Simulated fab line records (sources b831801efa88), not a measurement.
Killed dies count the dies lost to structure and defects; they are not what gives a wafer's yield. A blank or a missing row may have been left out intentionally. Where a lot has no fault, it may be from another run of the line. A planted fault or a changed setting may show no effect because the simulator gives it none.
Which tool is to blame?    flow sky130    32 wafers from 11 lots sampled at 3 of the route's 708 steps

WHAT THE GAUGES SHOWED, per wafer
SKY_PASSIVATION_THK_MEAS_03.
lot   measured      on             PASSIVATION_CVD_02_THK (nm)
L470  day 44 00:08  film-metro-03  548 550 541
L471  day 44 14:44  film-metro-02  540 545 542
L479  day 46 13:11  film-metro-03  489 483
L480  day 46 16:30  film-metro-03  476 483 484
L484  day 47 20:05  film-metro-04  537 534 543
L483  day 47 20:59  film-metro-02  533 535 546
L485  day 47 23:50  film-metro-02  535 532 540
L487  day 48 16:42  film-metro-02  536 534 537
L489  day 48 22:46  film-metro-02  540 539 543
L490  day 49 05:53  film-metro-03  540 545 547
L491  day 49 12:38  film-metro-02  542 551 552

EACH LOT AND THE TOOL THAT RAN IT (in order: tool; ch and the chambers of the sampled wafers; start)
lot   SKY_METAL4_SPUTTER_00         SKY_PASSIVATION_CVD_02
L470  pvd-sputter-03, day 39 19:22  pecvd-02 ch 0,1,2, day 43 23:54
L471  pvd-sputter-01, day 40 12:42  pecvd-01 ch 0,1,2, day 44 14:30
L479  pvd-sputter-02, day 42 14:42  pecvd-02 ch 0,2, day 46 13:02
L480  pvd-sputter-03, day 42 20:25  pecvd-02 ch 0,1,2, day 46 16:16
L484  pvd-sputter-01, day 44 03:20  pecvd-01 ch 0,1, day 47 19:51
L483  pvd-sputter-03, day 44 03:49  pecvd-03 ch 1,2, day 47 20:46
L485  pvd-sputter-02, day 44 07:17  pecvd-01 ch 1,2, day 47 23:36
L487  pvd-sputter-03, day 45 02:18  pecvd-03 ch 1,2, day 48 16:29
L489  pvd-sputter-03, day 45 10:51  pecvd-01 ch 0,1,2, day 48 22:33
L490  pvd-sputter-01, day 45 17:52  pecvd-03 ch 0,1,2, day 49 05:45
L491  pvd-sputter-02, day 46 00:25  pecvd-01 ch 0,2, day 49 12:24
- SKY_METAL4_SPUTTER_00: material Ti, target thk 15 nm, time 10 s.
- SKY_PASSIVATION_CVD_02: deposits Si3N4, target thk 540 nm.

THE ANSWER, worked out from the rows above alone
Rule: usual is defined by the lots themselves. The widest of any qualifying gaps counts: lots, ordered by their means at a reading, are off when they make up no more than a third of the lots, leave a main group of 4 or more, and stand apart from it by 3 or more times the standard deviation of that group's means. The tables above print the reading to a certain number of digits; a main group whose means all agree to those digits is not used. A lot without any number at a reading at which 4 lots or more have one is off too. All remaining lots with rows at the step are treated as sound.
Off: L479, L480, at SKY_PASSIVATION_THK_MEAS_03 (PASSIVATION_CVD_02_THK). Mean 541 nm and standard deviation 4.3 in the main group.
If a tool, at a process step before that reading, ran all the lots that are off and no sound lot after the first of them, it fits. The gauges at SKY_PASSIVATION_THK_MEAS_03 are tried like those tools. One fits: SKY_PASSIVATION_CVD_02 on pecvd-02. Its last sound lot is L470 (day 43 23:54), its first lot that is off L479 (day 46 13:02): a fault that began between those two fits.

WHAT THE SIMULATOR HAD INSERTED
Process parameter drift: pecvd-02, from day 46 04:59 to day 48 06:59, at SKY_PASSIVATION_CVD_02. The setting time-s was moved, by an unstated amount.
Struck lots among those shown: L479, L480. The rule given above showed the same thing.
